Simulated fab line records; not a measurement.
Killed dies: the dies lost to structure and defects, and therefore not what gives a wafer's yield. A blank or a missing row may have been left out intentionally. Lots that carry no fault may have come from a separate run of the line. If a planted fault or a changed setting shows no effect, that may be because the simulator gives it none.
Chamber matching + flow gf180mcu + GF_STI_ETCH_14 on rie-si-01: 4 sister chambers
The step etches Si in HBr/Cl2/O2, target depth 360 nm, time 102.9 s. 8 wafers are shown with their chamber, then 7 later ones without.

EACH WAFER AND ITS CHAMBER
| wafer  | chamber | oes-product-au (a.u.) | throttle-valve-pct (%) |
|--------|---------|-----------------------|------------------------|
| L911.1 | 2       | 1.007                 | 25.657                 |
| L911.6 | 3       | 0.996                 | 25.645                 |
| L913.5 | 1       | 0.983                 | 25.673                 |
| L919.2 | 3       | 0.996                 | 25.652                 |
| L919.3 | 0       | 0.995                 | 25.649                 |
| L919.5 | 2       | 1.022                 | 25.642                 |
| L921.1 | 1       | 0.991                 | 25.664                 |
| L921.3 | 0       | 1.005                 | 25.648                 |

WAFERS WITH NO CHAMBER GIVEN
| wafer  | oes-product-au (a.u.) | throttle-valve-pct (%) |
|--------|-----------------------|------------------------|
| L921.5 | 0.990                 | 25.668                 |
| L923.2 | 0.999                 | 25.660                 |
| L923.4 | 0.982                 | 25.673                 |
| L923.6 | 0.974                 | 25.683                 |
| L926.4 | 0.994                 | 25.656                 |
| L926.5 | 1.013                 | 25.654                 |
| L926.6 | 1.016                 | 25.653                 |

WHICH CHAMBER EACH ONE RAN IN
| wafer  | from the rows above               | in truth |
|--------|-----------------------------------|----------|
| L921.5 | 1                                 | 1        |
| L923.2 | can't be placed: 0 or 3 or 1 or 2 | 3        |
| L923.4 | 1                                 | 1        |
| L923.6 | 1                                 | 1        |
| L926.4 | can't be placed: 3 or 0 or 1 or 2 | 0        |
| L926.5 | can't be placed: 2 or 0 or 3      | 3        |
| L926.6 | can't be placed: 2 or 0           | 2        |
Correctly placed: 3 of 7. Can't be placed from these rows: 4 (the true chamber is among the candidates in 4). Placed wrongly: 0.
How it was worked out, from the rows above alone: a wafer's distance from a chamber is the root of the sum, over the readings, of the square of ((its reading less the chamber's mean) divided by the reading's scatter). If the next closest chamber is less than 2 further off than the closest, the wafer can't be placed; otherwise it belongs to the closest. For every chamber, the mean is computed from those of its wafers that are shown. How the scatter is found: for the shown wafers, subtract from each reading the mean of its chamber, square and add these, divide the total by (wafers less chambers), then take the root.
